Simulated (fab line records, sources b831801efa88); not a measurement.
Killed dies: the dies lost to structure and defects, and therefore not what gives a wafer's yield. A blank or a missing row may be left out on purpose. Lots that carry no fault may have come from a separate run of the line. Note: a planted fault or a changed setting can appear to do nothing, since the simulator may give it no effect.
Which tool was responsible? -- flow sky130 -- 38 wafers from 14 lots sampled at 5 of the route's 708 steps

## WHAT THE GAUGES READ, wafer by wafer
SKY_METAL1_RS_MEAS_05: measures by four-point-probe.
lot,measured,on,METAL1_ALCU_RS (ohm/sq)
L829,day 31 13:09,film_metro-01,0.1287 0.1284 0.1288
L830,day 31 16:21,film_metro-04,0.1286 0.1259 0.1280
L831,day 32 00:24,film_metro-02,0.1310 0.1317 0.1317
L832,day 34 00:38,film_metro-02,0.1287 0.1276 0.1282
L836,day 34 01:01,film_metro-04,0.1010
L835,day 34 02:43,film_metro-02,0.1012
L837,day 34 08:43,film_metro-04,0.1259 0.1259 0.1257
L839,day 35 17:54,film_metro-02,0.1257 0.1271 0.1251
L840,day 35 23:25,film_metro-04,0.1263 0.1277 0.1240
L844,day 36 05:47,film_metro-04,0.1288 0.1293 0.1283
L843,day 36 07:02,film_metro-01,0.1289 0.1294 0.1306
L847,day 37 06:02,film_metro-01,0.1304 0.1271 0.1280
L849,day 37 16:59,film_metro-04,0.1284 0.1272 0.1271
L852,day 38 15:15,film_metro-04,0.1273 0.1277 0.1271

SKY_METAL1_THK_MEAS_06: measures by xrf.
lot,measured,on,METAL1_ALCU_THK (nm)
L829,day 31 13:16,film_metro-01,246 246 245
L830,day 31 16:27,film_metro-04,246 252 247
L831,day 32 00:30,film_metro-02,240 239 239
L832,day 34 00:44,film_metro-02,246 247 248
L836,day 34 01:05,film_metro-04,310
L835,day 34 02:49,film_metro-02,311
L837,day 34 08:49,film_metro-04,249 250 250
L839,day 35 17:59,film_metro-02,254 250 254
L840,day 35 23:32,film_metro-04,249 248 254
L844,day 36 05:53,film_metro-04,246 246 248
L843,day 36 07:09,film_metro-01,245 242 241
L847,day 37 06:09,film_metro-01,239 245 246
L849,day 37 17:05,film_metro-04,247 251 248
L852,day 38 15:22,film_metro-04,249 247 247

## WHICH TOOL RAN EACH LOT (tool, then ch and the chambers of the sampled wafers, then the start)
lot,SKY_CONTACT_CMP_27,SKY_METAL1_SPUTTER_01,SKY_METAL1_SPUTTER_02
L829,"cmp-01 ch 1,2,3, day 31 12:41","pvd_sputter-03, day 31 13:01","pvd_sputter-03, day 31 13:02"
L830,"cmp-02 ch 1,2,3, day 31 16:01","pvd_sputter-03, day 31 16:11","pvd_sputter-03, day 31 16:13"
L831,"cmp-01 ch 2,3, day 31 23:55","pvd_sputter-03, day 32 00:14","pvd_sputter-03, day 32 00:16"
L832,"cmp-01 ch 1,2,3, day 34 00:16","pvd_sputter-01, day 34 00:29","pvd_sputter-01, day 34 00:31"
L836,"cmp-02 ch 1, day 34 00:41","pvd_sputter-02, day 34 00:49","pvd_sputter-02, day 34 00:51"
L835,"cmp-02 ch 1, day 34 02:17","pvd_sputter-02, day 34 02:34","pvd_sputter-02, day 34 02:35"
L837,"cmp-01 ch 0,2,3, day 34 08:18","pvd_sputter-01, day 34 08:34","pvd_sputter-01, day 34 08:35"
L839,"cmp-01 ch 1,2,3, day 35 17:33","pvd_sputter-01, day 35 17:43","pvd_sputter-01, day 35 17:45"
L840,"cmp-01 ch 0,1,2, day 35 23:05","pvd_sputter-03, day 35 23:19","pvd_sputter-03, day 35 23:20"
L844,"cmp-02 ch 1,3, day 36 05:22","pvd_sputter-03, day 36 05:38","pvd_sputter-03, day 36 05:40"
L843,"cmp-02 ch 0,1, day 36 06:38","pvd_sputter-01, day 36 06:54","pvd_sputter-01, day 36 06:56"
L847,"cmp-02 ch 1,3, day 37 05:35","pvd_sputter-01, day 37 05:55","pvd_sputter-01, day 37 05:56"
L849,"cmp-02 ch 0,1,3, day 37 16:34","pvd_sputter-03, day 37 16:50","pvd_sputter-03, day 37 16:52"
L852,"cmp-01 ch 1,2,3, day 38 14:49","pvd_sputter-01, day 38 15:08","pvd_sputter-01, day 38 15:10"
- SKY_CONTACT_CMP_27: polishes, stops on SiO2, t overpolish 15 s, target thk 0 nm.
- SKY_METAL1_SPUTTER_01: material TiN, target thk 20 nm, time 16.7 s.
- SKY_METAL1_SPUTTER_02: material AlCu, target thk 250 nm, time 13.3 s.

## WHAT THE TOOLS THEMSELVES READ (means of the sampled wafers that have a number; where no wafer has one, the mark that the record gives instead)
SKY_CONTACT_CMP_27.
lot,tool,edge_zone_pressure_frac,head_pressure_psi (psi),motor_current_A (A),overpolish_run_s (s),platen_rpm (rpm),time_to_endpoint_s (s)
L829,cmp-01,0.995,3.504,11.0,15.002,59.98,80
L830,cmp-02,0.999,3.504,10.7,15.003,59.98,82
L831,cmp-01,0.997,3.498,10.6,14.997,59.99,75
L832,cmp-01,1.002,3.504,10.8,14.999,59.99,81
L836,cmp-02,0.999,3.501,12.0,14.982,60.04,83
L835,cmp-02,0.991,3.496,12.7,15.000,59.99,85
L837,cmp-01,0.997,3.489,11.3,15.002,60.01,83
L839,cmp-01,0.999,3.498,10.9,15.003,60.03,81
L840,cmp-01,0.999,3.509,12.2,15.006,60.00,87
L844,cmp-02,1.004,3.497,10.3,14.997,59.99,78
L843,cmp-02,1.002,3.499,12.1,14.999,59.99,81
L847,cmp-02,1.004,3.505,10.9,15.001,60.01,84
L849,cmp-02,1.001,3.506,11.1,14.997,60.00,82
L852,cmp-01,1.004,3.501,11.3,15.004,59.99,83

SKY_METAL1_SPUTTER_01.
lot,tool,chamber_pressure_pa (Pa),throttle_valve_pct (%)
L829,pvd_sputter-03,0.4000,28.8
L830,pvd_sputter-03,0.4005,29.7
L831,pvd_sputter-03,0.4000,29.1
L832,pvd_sputter-01,0.4000,30.1
L836,pvd_sputter-02,0.3990,30.8
L835,pvd_sputter-02,0.3998,31.9
L837,pvd_sputter-01,0.4006,29.6
L839,pvd_sputter-01,0.4014,30.6
L840,pvd_sputter-03,0.4004,29.9
L844,pvd_sputter-03,0.4001,28.4
L843,pvd_sputter-01,0.3998,29.9
L847,pvd_sputter-01,0.3993,29.4
L849,pvd_sputter-03,0.3994,29.5
L852,pvd_sputter-01,0.3999,29.6

SKY_METAL1_SPUTTER_02.
lot,tool,chamber_pressure_pa (Pa),throttle_valve_pct (%)
L829,pvd_sputter-03,0.4002,28.9
L830,pvd_sputter-03,0.3998,29.7
L831,pvd_sputter-03,0.3996,29.1
L832,pvd_sputter-01,0.3998,30.2
L836,pvd_sputter-02,0.3989,30.6
L835,pvd_sputter-02,0.3981,31.9
L837,pvd_sputter-01,0.3990,29.7
L839,pvd_sputter-01,0.3985,30.6
L840,pvd_sputter-03,0.4002,29.7
L844,pvd_sputter-03,0.4006,28.5
L843,pvd_sputter-01,0.4001,29.7
L847,pvd_sputter-01,0.4004,29.1
L849,pvd_sputter-03,0.4000,29.6
L852,pvd_sputter-01,0.3998,29.7

## THE ANSWER, worked out from the rows above alone
Rule: what is usual is taken from the lots themselves. The widest of any qualifying gaps counts: lots, ordered by their means at a reading, are off when they make up no more than a third of the lots, leave a main group of 4 or more, and stand apart from it by 3 or more times the standard deviation of that group's means. The tables above print the reading to a certain number of digits; a main group whose means all agree to those digits is not used. Also off: a lot with no number at a reading for which 4 or more lots have one. The other lots that the step has rows for count as sound. The gauges are gone through in route order, then the tools' own readings, and for those a lot's mean is taken as printed above. At the first step where some lot is off, the reading lying furthest off is the one used; lots without a number count as furthest.
Off: L836, L835, at SKY_METAL1_RS_MEAS_05 (METAL1_ALCU_RS). For the main group the mean is 0.1280 ohm/sq and the standard deviation 0.0016.
If a tool, at a process step before that reading, ran all the lots that are off and no sound lot after the first of them, it fits. The gauges at SKY_METAL1_RS_MEAS_05 are tried like those tools. One candidate fits, namely pvd_sputter-02 at SKY_METAL1_SPUTTER_01 and SKY_METAL1_SPUTTER_02. It ran no sound lot before its first lot that is off in this sample, so the start can't be narrowed down.

## WHAT HAD BEEN PUT IN BY THE SIMULATOR
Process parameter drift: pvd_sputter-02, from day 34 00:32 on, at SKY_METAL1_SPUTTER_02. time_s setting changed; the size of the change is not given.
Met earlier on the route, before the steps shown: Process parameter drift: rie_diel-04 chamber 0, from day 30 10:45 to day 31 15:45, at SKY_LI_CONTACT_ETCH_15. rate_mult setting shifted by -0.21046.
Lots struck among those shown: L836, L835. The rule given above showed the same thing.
